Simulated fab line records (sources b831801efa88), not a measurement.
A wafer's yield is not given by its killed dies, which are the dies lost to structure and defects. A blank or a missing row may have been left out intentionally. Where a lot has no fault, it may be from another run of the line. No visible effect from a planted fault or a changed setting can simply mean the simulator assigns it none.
Shared-tool check + flow gf180mcu + 13 lots and 39 wafers in the sample

## THE REASON FOR OPENING IT
At GF_VT_IMPLANT_TW_MEAS_21 the reading VT_IMPLANT_2_TW is flagged on 1 of 13 lots. Fault-free wafers read 1217, with a standard deviation of 15.
Rule: a lot gets a flag if all its wafers with a number sit over 4 standard deviations from that mean, or if no wafer of it has a number. All remaining lots are regarded as sound.

| lot  | measured     | on            | VT_IMPLANT_2_TW, wafer by wafer | flag    |
|------|--------------|---------------|---------------------------------|---------|
| L424 | day 6 05:35  | film metro-02 | 1207 1214 1205                  |         |
| L425 | day 6 11:41  | film metro-02 | 1220 1208 1211                  |         |
| L426 | day 6 20:18  | film metro-02 | 1213 1209 1207                  |         |
| L427 | day 7 02:08  | film metro-02 | 1204 1204 1207                  |         |
| L429 | day 7 16:50  | film metro-02 | 1205 1210 1200                  |         |
| L430 | day 7 21:20  | film metro-03 | 1231 1232 1231                  |         |
| L431 | day 8 04:15  | film metro-03 | 1236 1236 1240                  |         |
| L432 | day 8 10:12  | film metro-02 | 1202 1204 1208                  |         |
| L434 | day 8 22:15  | film metro-02 | 1206 1205 1205                  |         |
| L435 | day 9 03:38  | film metro-04 | 30 30 30                        | FLAGGED |
| L445 | day 11 16:14 | film metro-03 | 1246 1246 1249                  |         |
| L446 | day 12 01:47 | film metro-02 | 1201 1212 1209                  |         |
| L447 | day 12 06:51 | film metro-04 | 1207 1217 1210                  |         |
The mean of the flagged lots' numbers is 30, -1187 from the usual (-79 standard deviations).

## TOOL THAT RAN EACH LOT
The record holds 1 process step before the reading, out of a route of 602 steps. In each cell: the tool, then ch and the chambers that the sampled wafers went through, then the start.
| lot  | flag    | GF_VT_IMPLANT_EXPOSE_15             |
|------|---------|-------------------------------------|
| L424 |         | iline stepper-01 ch 0, day 5 21:52  |
| L425 |         | iline stepper-01 ch 0, day 6 04:15  |
| L426 |         | iline stepper-02 ch 0, day 6 12:50  |
| L427 |         | iline stepper-01 ch 0, day 6 18:12  |
| L429 |         | iline stepper-02 ch 0, day 7 08:45  |
| L430 |         | iline stepper-01 ch 0, day 7 13:31  |
| L431 |         | iline stepper-02 ch 0, day 7 20:32  |
| L432 |         | iline stepper-01 ch 0, day 8 01:53  |
| L434 |         | iline stepper-01 ch 0, day 8 13:32  |
| L435 | FLAGGED | iline stepper-02 ch 0, day 8 18:53  |
| L445 |         | iline stepper-02 ch 0, day 11 06:59 |
| L446 |         | iline stepper-01 ch 0, day 11 15:46 |
| L447 |         | iline stepper-02 ch 0, day 11 21:40 |
What these steps do:
- GF_VT_IMPLANT_EXPOSE_15: exposes mask Nwell LV AREA, target cd 860 nm.
- GF_VT_IMPLANT_TW_MEAS_21

## FLAGGED OVER TOTAL, TOOL BY TOOL (the gauges that took the reading come last)
| step                     | tool             | lots run | flagged | share of the flagged lots | sound lots run after its first flagged lot |
|--------------------------|------------------|----------|---------|---------------------------|--------------------------------------------|
| GF_VT_IMPLANT_EXPOSE_15  | iline stepper-01 | 7        | 0       | none                      | -                                          |
| GF_VT_IMPLANT_EXPOSE_15  | iline stepper-02 | 6        | 1       | all                       | 2 (L445,L447)                              |
| GF_VT_IMPLANT_TW_MEAS_21 | film metro-02    | 8        | 0       | none                      | -                                          |
| GF_VT_IMPLANT_TW_MEAS_21 | film metro-03    | 3        | 0       | none                      | -                                          |
| GF_VT_IMPLANT_TW_MEAS_21 | film metro-04    | 2        | 1       | all                       | 1 (L447)                                   |

## WHAT IS ALLOWED BY THE TABLE
iline stepper-02 at GF_VT_IMPLANT_EXPOSE_15 and film metro-04 at GF_VT_IMPLANT_TW_MEAS_21 are the 2 rows of the table that ran each flagged lot.
- iline stepper-02 at GF_VT_IMPLANT_EXPOSE_15: 1 of its 6 lots flagged. After the first flagged lot (L445, L447), sound lots still ran on it; a lasting fault on the whole tool would not permit that.
- film metro-04 at GF_VT_IMPLANT_TW_MEAS_21: 1 of its 2 lots flagged. After the first flagged lot (L447), sound lots still ran on it; a lasting fault on the whole tool would not permit that.
No row of the table ran every flagged lot and no sound lot after the first.

## WHAT THE SIMULATOR PUT IN
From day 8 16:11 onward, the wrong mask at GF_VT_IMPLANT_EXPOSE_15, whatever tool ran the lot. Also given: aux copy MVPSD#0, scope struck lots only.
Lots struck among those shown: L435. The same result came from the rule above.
